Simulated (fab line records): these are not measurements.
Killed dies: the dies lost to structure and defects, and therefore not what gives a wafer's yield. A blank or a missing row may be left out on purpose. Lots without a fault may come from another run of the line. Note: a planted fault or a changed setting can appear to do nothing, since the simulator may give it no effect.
One fault seen from 2 desks :: flow sky130 :: every desk sees just its own numbers, and what lay behind them comes last

== AT THE METROLOGY DESK ==
Means of the sampled wafers that have a number, per lot and without regard to the tool the lot ran on: this is what the gauges read. Any lot whose mean is over 4 standard deviations away from the usual mean is out of limits and marked OUT; that distance is given in the brackets.
Columns: A = NWELL_OXIDATION_THK at SKY_NWELL_THK_MEAS_02, usual 10.06 nm; B = NWELL_01_OVL at SKY_NWELL_OVL_MEAS_23, usual 0.9 nm; C = VT_ADJUST_LVTN_OVL at SKY_VT_ADJUST_LVTN_OVL_MEAS_07, usual -0.3 nm
lot: L333
first seen here: day 2 10:46
A: 10.30
B: 1.1
C: -0.6

lot: L334
first seen here: day 2 15:59
A: 10.40
B: 1.5
C: 0.1

lot: L336
first seen here: day 3 01:02
A: 10.16
B: 1.8
C: 0.1

lot: L337
first seen here: day 3 06:50
A: 9.98
B: -0.6
C: -0.8

lot: L339
first seen here: day 3 16:40
A: 10.14
B: -1.1
C: -0.5

lot: L340
first seen here: day 3 22:17
A: 10.13
B: 4.0
C: -0.2

lot: L343
first seen here: day 4 15:46
A: 10.02
B: 1.2
C: 0.6

lot: L344
first seen here: day 4 22:16
A: 10.22
B: -1.6
C: 1.3

lot: L345
first seen here: day 5 02:02
A: 10.05
B: -0.2
C: 1.1

lot: L350
first seen here: day 6 03:40
A: 9.69
B: 2.1
C: -1.5

lot: L351
first seen here: day 6 07:13
A: 9.96
B: 2.7
C: -0.0

lot: L352
first seen here: day 6 13:02
A: 9.81
B: -0.5
C: -0.0
This desk found nothing out of limits on any of the 12 lots.

== DESK OF THE TOOL OWNER: rie diel-02 ==
The tool's own readings at SKY_FIELD_ISO_ETCH_14 (etches BARC in N2/H2, stops on SiO2, time 45.9 s, target depth 60 nm): means of the sampled wafers that have a number, for each lot that ran on this tool. Any lot whose mean is over 4 standard deviations away from the usual mean is out of limits and marked OUT; that distance is given in the brackets.
Columns: A = drypump motor current A at SKY_FIELD_ISO_ETCH_14, usual 5.9 A; B = oes product au at SKY_FIELD_ISO_ETCH_14, usual 0.855 a.u.; C = run length s at SKY_FIELD_ISO_ETCH_14, usual 74.1 s; D = throttle valve pct at SKY_FIELD_ISO_ETCH_14, usual 13.224 %
lot: L334
first seen here: day 2 09:38
A: 5.8
B: 0.859
C: 73.8
D: 13.223

lot: L336
first seen here: day 2 19:19
A: 5.8
B: 0.852
C: 74.3
D: 13.234

lot: L339
first seen here: day 3 10:58
A: 5.8
B: 0.854
C: 73.7
D: 13.226

lot: L350
first seen here: day 5 20:16
A: 6.1
B: 0.851
C: 73.7
D: 13.232

lot: L351
first seen here: day 6 00:32
A: 6.2
B: 0.611 (-51) OUT
C: 121.4 (+83) OUT
D: 13.213

lot: L352
first seen here: day 6 06:02
A: 5.8
B: 0.615 (-50) OUT
C: 120.9 (+82) OUT
D: 13.192
This desk's verdict: out of limits on L351, L352, starting with L351 at day 6 00:32 (oes product au at SKY_FIELD_ISO_ETCH_14). L334, L336, L339, L350 stayed within limits.

== BROUGHT TOGETHER ==
An alarm could have come from the tool owner's desk at day 6 00:32, on L351, L352.
From the metrology desk's view, nothing was out of limits.
The metrology desk holds a record of L351, L352, inside its limits.
Of the lots named, all ran SKY_FIELD_ISO_ETCH_14 on rie diel-02.

== WHAT THE SIMULATOR PUT IN ==
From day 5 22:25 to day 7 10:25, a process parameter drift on rie diel-02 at SKY_FIELD_ISO_ETCH_14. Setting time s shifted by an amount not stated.
Lots struck among those shown: L351, L352.
Delay in hours, fault start to first out-of-limits reading, by desk: the tool owner's desk at 2.
